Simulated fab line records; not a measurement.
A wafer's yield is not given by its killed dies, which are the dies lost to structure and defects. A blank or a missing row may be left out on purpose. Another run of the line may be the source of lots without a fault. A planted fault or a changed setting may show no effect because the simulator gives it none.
Which tool did it? ; flow sky130 ; Sampling: 11 lots, 33 wafers, 4 of 708 route steps

== WHAT EACH GAUGE READ, for each wafer ==
SKY_VIA3_THK_MEAS_01.
lot;measured;on;VIA3_HDPCVD_THK (nm)
L771;day 38 13:14;film metro-03;1608 1637 1634
L772;day 39 06:17;film metro-04;1652 1663 1646
L773;day 39 11:38;film metro-03;1643 1641 1629
L775;day 39 19:50;film metro-02;1646 1656 1649
L776;day 40 06:56;film metro-03;1631 1627 1631
L783;day 41 23:04;film metro-04;1668 1649 1645
L788;day 43 13:20;film metro-02;1651 1658 1956
L789;day 43 17:36;film metro-03;1666 1974 1978
L790;day 43 20:34;film metro-04;1624 1667 1666
L791;day 44 06:52;film metro-02;1644 1650 1657
L793;day 44 17:56;film metro-02;1658 1655 1667

== TOOL THAT RAN EACH LOT (tool first, then ch and the chambers of the sampled wafers, then the start) ==
lot;SKY_LI_CONTACT_CMP_24;SKY_CONTACT_STRIP_19;SKY_VIA3_HDPCVD_00
L771;cmp-01 ch 0,1, day 29 04:52;plasma asher-03 ch 1, day 31 14:46;hdpcvd-01 ch 0,1,2, day 38 13:04
L772;cmp-01 ch 0,1,3, day 29 22:57;plasma asher-04 ch 0,1, day 32 08:09;hdpcvd-01 ch 0,1,2, day 39 06:11
L773;cmp-02 ch 2,3, day 30 06:40;plasma asher-04 ch 0,1, day 32 14:42;hdpcvd-01 ch 0,1,2, day 39 11:28
L775;cmp-02 ch 0,2,3, day 30 15:22;plasma asher-03 ch 0,1, day 33 00:22;hdpcvd-01 ch 1,2, day 39 19:40
L776;cmp-01 ch 0,2,3, day 31 03:22;plasma asher-04 ch 0,1, day 33 11:13;hdpcvd-01 ch 1,2, day 40 06:46
L783;cmp-02 ch 1,2,3, day 32 22:11;plasma asher-03 ch 0,1, day 35 05:37;hdpcvd-02 ch 0,2, day 41 22:54
L788;cmp-01 ch 0,2, day 34 18:19;plasma asher-03 ch 0,1, day 36 23:37;hdpcvd-01 ch 0,2, day 43 13:09
L789;cmp-02 ch 1,2,3, day 34 23:20;plasma asher-02 ch 0,1, day 37 05:22;hdpcvd-01 ch 0,1, day 43 17:25
L790;cmp-02 ch 0,2,3, day 35 05:43;plasma asher-02 ch 0,1, day 37 10:25;hdpcvd-02 ch 0,1, day 43 20:24
L791;cmp-01 ch 1,2,3, day 35 15:40;plasma asher-04 ch 0,1, day 37 21:01;hdpcvd-02 ch 0,2, day 44 06:43
L793;cmp-02 ch 0,1,2, day 36 03:31;plasma asher-02 ch 0,1, day 38 08:10;hdpcvd-02 ch 0,2, day 44 17:46
- SKY_LI_CONTACT_CMP_24: polishes, stops on PSG, t overpolish 20 s, target thk 0 nm.
- SKY_CONTACT_STRIP_19: strips in O2/N2.
- SKY_VIA3_HDPCVD_00: deposits SiO2, target thk 1635 nm, time 272.5 s.

== THE ANSWER, worked out from the rows above alone ==
Rule: what is usual is taken from the lots themselves. Put in order of their means at a reading, lots are off if they are a third of the lots or fewer, leave a main group of 4 or more, and stand apart from it by a gap of 3 or more times the standard deviation of the main group's means; of several such gaps the widest counts. A main group whose means are all the same, to the digits that the tables above print for the reading, isn't used. A lot without any number at a reading at which 4 lots or more have one is off too. The other lots that the step has rows for count as sound.
Off: at SKY_VIA3_THK_MEAS_01 (VIA3_HDPCVD_THK), L788, L789. For the main group the mean is 1646 nm and the standard deviation 11.
A tool fits if, at a process step before that reading, it ran every lot that is off, and no sound lot after the first of them. The gauges at SKY_VIA3_THK_MEAS_01 are tried like those tools. One fits: hdpcvd-01 at SKY_VIA3_HDPCVD_00. Its last sound lot is L776 (day 40 06:46), its first lot that is off L788 (day 43 13:09): a fault that began between those two fits.

== WHAT THE SIMULATOR PUT IN ==
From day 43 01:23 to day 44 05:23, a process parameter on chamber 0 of hdpcvd-01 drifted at SKY_VIA3_HDPCVD_00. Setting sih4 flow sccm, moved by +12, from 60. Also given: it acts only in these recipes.
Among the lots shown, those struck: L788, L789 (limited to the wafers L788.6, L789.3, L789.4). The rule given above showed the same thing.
